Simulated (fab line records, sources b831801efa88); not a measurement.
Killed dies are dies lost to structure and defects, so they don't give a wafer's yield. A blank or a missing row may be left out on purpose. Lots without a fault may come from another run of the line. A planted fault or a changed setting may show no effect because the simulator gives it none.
A struck lot beside a sound one | flow sfq_line | 43 steps out of a route of 325
Sound: wafers L614.1, L614.3, L614.6. Struck: wafers L623.2, L623.3, L623.4. The cause comes at the end.
At each step with rows: each side's tool, then ch and its chambers, then its first start. Under that, the readings that differ: sound wafers | struck wafers | difference of the means | sigmas: that difference in standard deviations of wafers without a fault.
alike: readings whose means differ by less than 2 such deviations, and words and numbers that are the same on both sides. not compared: withheld readings, readings that some wafer has no value for, bounds like >300 that may hide the same value, and numbers for which the record gives no deviation and whose values overlap.
The two part at a step that has a row with sigmas, a row that says differs or no value, or rows on one side only. Numbers that don't overlap but have no deviation are shown without sigmas and don't part them. A reading that every wafer of one side lacks parts them only if that side has two wafers or more.

first, 7 steps without rows for these wafers: SFQ_TRILAYER_JJ_CE_STRIP_SOLV_CLEAN_121 (cleans in NMP, time 600 s); SFQ_TRILAYER_M5_LITHO_COAT_128 (resist thk 62 nm); SFQ_TRILAYER_M5_LITHO_COAT_123 (resist thk 600 nm); SFQ_TRILAYER_M5_LITHO_SOFTBAKE_127; SFQ_TRILAYER_M5_LITHO_EXPOSE_124 (exposes mask M5, target cd 700 nm); SFQ_TRILAYER_M5_LITHO_PEB_126 (peb time 60 s); SFQ_TRILAYER_M5_LITHO_DEVELOP_125 (time 60 s).
SFQ_M5_OVL_MEAS_932:
  sound on overlay-02, day 52 12:10; struck on overlay-01, day 60 13:07
  alike: M5_OVL
then, 1 step without rows for these wafers: SFQ_TRILAYER_M5_BARC_OPEN_METAL_ETCH_161 (etches BARC in O2, target depth 125 nm, time 41.7 s).
SFQ_TRILAYER_M5_ETCH_METAL_ETCH_126: etches Nb in Cl2/BCl3, stops on SiO2, time 203.2 s, target depth 265 nm.
  sound on rie_metal-03 ch 0,1, day 52 12:16; struck on rie_metal-01 ch 0,1, day 60 13:12
  alike: drypump_motor_current_A, oes_product_au
  not compared: rf_hours_counter_h
SFQ_TRILAYER_M5_STRIP_STRIP_127: strips in O2.
  sound on rie_metal-03 ch 0,1, day 52 12:28; struck on rie_metal-01 ch 0,1, day 60 13:24
  alike: drypump_motor_current_A, oes_product_au
  not compared: rf_hours_counter_h
then, 1 step without rows for these wafers: SFQ_TRILAYER_M5_STRIP_SOLV_CLEAN_128 (cleans in NMP, time 600 s).
SFQ_TRILAYER_A5B_DEP_PECVD_129: deposits SiO2 from SiH4/N2O, time 133.33 s, target thk 600 nm.
  sound on pecvd-04 ch 0,2, day 52 13:14; struck on pecvd-04 ch 0,1,2, day 60 14:10
  no value came back on the struck wafers for any of 5 readings (chamber_pressure_Torr (Torr), heater_power_outer_w (W) and others); on the sound wafers chamber_pressure_Torr (Torr) reads 2.399 2.403 2.408
  not compared: since_wet_clean_h
then, 1 step without rows for these wafers: SFQ_TRILAYER_A5B_CMP_CMP_130 (polishes, stops on Nb, target thk 340.7 nm).
SFQ_TRILAYER_A5B_METRO_MEASURE_131:
  sound on film_metro-01, day 53 07:23; struck on film_metro-02, day 61 04:14
then, 3 steps without rows for these wafers: SFQ_TRILAYER_R5_DEP_SPUTTER_132 (material Ti, target thk 5 nm, time 5 s); SFQ_TRILAYER_R5_DEP_SPUTTER_133 (material MoNx, target thk 40 nm, time 66.7 s); SFQ_TRILAYER_R5_DEP_SPUTTER_134 (material Ti, target thk 5 nm, time 5 s).
SFQ_R5_RS_MEAS_933: measures by four-point-probe.
  sound on film_metro-03, day 53 08:41; struck on film_metro-04, day 61 05:20
  alike: R5_MONX_RS
SFQ_R5_THK_MEAS_934: measures by xrf.
  sound on film_metro-03, day 53 08:48; struck on film_metro-04, day 61 05:27
  alike: R5_MONX_THK
then, 6 steps without rows for these wafers: SFQ_TRILAYER_R5_LITHO_COAT_141 (resist thk 62 nm); SFQ_TRILAYER_R5_LITHO_COAT_136 (resist thk 600 nm); SFQ_TRILAYER_R5_LITHO_SOFTBAKE_140; SFQ_TRILAYER_R5_LITHO_EXPOSE_137 (exposes mask R5, target cd 500 nm); SFQ_TRILAYER_R5_LITHO_PEB_139 (peb time 60 s); SFQ_TRILAYER_R5_LITHO_DEVELOP_138 (time 60 s).
-- the record jumps here: 4 days lie between the struck wafers' starts before and after --
SFQ_R5_OVL_MEAS_935:
  sound on overlay-02, day 54 02:25; struck on overlay-01, day 65 09:43
  alike: R5_OVL
then, 1 step without rows for these wafers: SFQ_TRILAYER_R5_BARC_OPEN_METAL_ETCH_177 (etches BARC in O2, target depth 125 nm, time 41.7 s).
SFQ_TRILAYER_R5_ETCH_METAL_ETCH_139: etches the open film in Cl2, stops on SiO2, target depth 60 nm, time 40 s.
  sound on rie_metal-04 ch 0,1, day 54 02:31; struck on rie_metal-03 ch 0,1, day 65 09:48
  alike: drypump_motor_current_A, oes_product_au
  not compared: rf_hours_counter_h
then, 2 steps without rows for these wafers: SFQ_TRILAYER_R5_STRIP_STRIP_140 (strips in O2); SFQ_TRILAYER_R5_STRIP_SOLV_CLEAN_141 (cleans in NMP, time 600 s).
SFQ_TRILAYER_A5C_DEP_PECVD_142: deposits SiO2 from SiH4/N2O, time 15.556 s, target thk 70 nm.
  sound on pecvd-02 ch 0,1, day 54 03:22; struck on pecvd-01 ch 0,1, day 65 10:38
  reading                  | sound    | struck      | difference | sigmas
  heater_power_outer_w (W) | 19 23 19 | 40 38 40    | +19        | +2
  heater_power_w (W)       | 61 70 62 | 103 107 105 | +41        | +3
  alike: chamber_pressure_Torr, showerhead_vpp_V, throttle_valve_pct
  not compared: since_wet_clean_h
then, 6 steps without rows for these wafers: SFQ_TRILAYER_I5_LITHO_COAT_149 (resist thk 62 nm); SFQ_TRILAYER_I5_LITHO_COAT_144 (resist thk 650 nm); SFQ_TRILAYER_I5_LITHO_SOFTBAKE_148; SFQ_TRILAYER_I5_LITHO_EXPOSE_145 (exposes mask I5, target cd 700 nm); SFQ_TRILAYER_I5_LITHO_PEB_147 (peb time 60 s); SFQ_TRILAYER_I5_LITHO_DEVELOP_146 (time 60 s).
-- the record jumps here: 2 days lie between the struck wafers' starts before and after --
SFQ_I5_OVL_MEAS_936:
  sound on overlay-01, day 58 17:55; struck on overlay-01, day 67 11:29
  alike: I5_OVL
then, 1 step without rows for these wafers: SFQ_TRILAYER_I5_BARC_OPEN_VIA_ETCH_200 (etches BARC in O2, target depth 125 nm, time 41.7 s).
SFQ_TRILAYER_I5_ETCH_VIA_ETCH_147: etches the open film in CHF3, stops on Nb, target depth 360 nm.
  sound on rie_diel-03 ch 0,2,3, day 58 17:59; struck on rie_diel-03 ch 0,1,2, day 67 11:34
  alike: drypump_motor_current_A, oes_product_au
then, 1 step without rows for these wafers: SFQ_TRILAYER_I5_STRIP_STRIP_148 (strips in O2).
-- the record jumps here: 11 days lie between the struck wafers' starts before and after --
SFQ_M8_BOW_MEAS_951:
  sound on film_metro-03, day 77 11:53; struck on film_metro-02, day 78 14:01
  reading                 | sound             | struck            | difference | sigmas
  model.etest.i5.link_ohm | 2.275 2.261 2.268 | 2.099 2.111 2.103 | -0.164     |
  alike: M8_BOW

WHERE THEY PART
First at SFQ_TRILAYER_A5B_DEP_PECVD_129; last, within this record, at SFQ_TRILAYER_A5C_DEP_PECVD_142. Later steps at which nothing parts them and some readings are alike: SFQ_I5_OVL_MEAS_936, SFQ_TRILAYER_I5_ETCH_VIA_ETCH_147, SFQ_M8_BOW_MEAS_951.

WHY: what the simulator had put in
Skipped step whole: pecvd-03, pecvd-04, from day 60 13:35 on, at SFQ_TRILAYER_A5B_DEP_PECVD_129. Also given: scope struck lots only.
